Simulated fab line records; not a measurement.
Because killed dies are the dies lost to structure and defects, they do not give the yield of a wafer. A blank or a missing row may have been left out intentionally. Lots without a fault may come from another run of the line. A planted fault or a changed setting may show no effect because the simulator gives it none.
The same fault as seen by 2 desks    flow sky130    only its own numbers are on each desk; what lay behind them is given at the end

== FOR THE TOOL OWNER'S DESK: litho-track-03 ==
The tool's own readings at SKY_CONTACT_COAT_08 (resist thk 60 nm): means of the sampled wafers that have a number, for each lot that ran on this tool. The brackets show how far a lot's mean lies from the usual mean; more than 4 standard deviations puts the lot out of limits, marked OUT.
Columns: A = spin-speed-rpm at SKY_CONTACT_COAT_08, usual 3000.0 rpm
lot   first seen here  A
L740  day 31 02:23     3000.3
L741  day 31 03:11     3001.3
L742  day 31 20:17     2998.5
L746  day 32 22:38     2998.5
L748  day 34 02:17     3003.4
L754  day 35 14:22     2672.2 (-99 or more) OUT
L755  day 35 22:10     2670.4 (-99 or more) OUT
This desk's finding: out of limits on L754, L755; first on L754, day 35 14:22 (spin-speed-rpm at SKY_CONTACT_COAT_08). Within limits: L740, L741, L742, L746, L748.

== FROM THE METROLOGY DESK ==
Lot by lot, what the gauges showed, no matter which tool ran the lot: averages of those sampled wafers that carry a number. The brackets show how far a lot's mean lies from the usual mean; more than 4 standard deviations puts the lot out of limits, marked OUT.
Columns: A = CONTACT_CVD_00_THK at SKY_CONTACT_THK_MEAS_01, usual 74.7 nm; B = CONTACT_OVL at SKY_CONTACT_OVL_MEAS_15, usual 0 nm
lot   first seen here  A     B
L740  day 30 12:24     74.4  -3
L741  day 30 13:31     74.2  -7
L742  day 31 06:29     74.6  0
L744  day 31 15:29     75.3  5
L746  day 32 08:37     74.7  -5
L748  day 33 12:39     76.1  4
L752  day 34 17:53     75.0  1
L753  day 34 23:34     76.0  -2
L754  day 35 00:49     74.1  -4
L755  day 35 09:20     74.5  0
L757  day 36 00:02     75.1  1
L762  day 37 05:38     74.5  4
Finding of this desk: none of the 12 lots has anything out of limits.

== PUT TOGETHER ==
On L754, L755, at day 35 14:22, an alarm was possible from the tool owner's desk.
The metrology desk saw nothing out of limits.
The metrology desk has L754, L755 on record, within its limits.
On litho-track-03, each named lot ran SKY_CONTACT_COAT_08.

== WHAT THE SIMULATOR HAD INSERTED ==
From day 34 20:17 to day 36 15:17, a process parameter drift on litho-track-03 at SKY_CONTACT_COAT_08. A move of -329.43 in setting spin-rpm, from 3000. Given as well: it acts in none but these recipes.
Shown lots that were struck: L754, L755.
Each desk's first reading out of limits, in hours after the fault started: the tool owner's desk, 18.
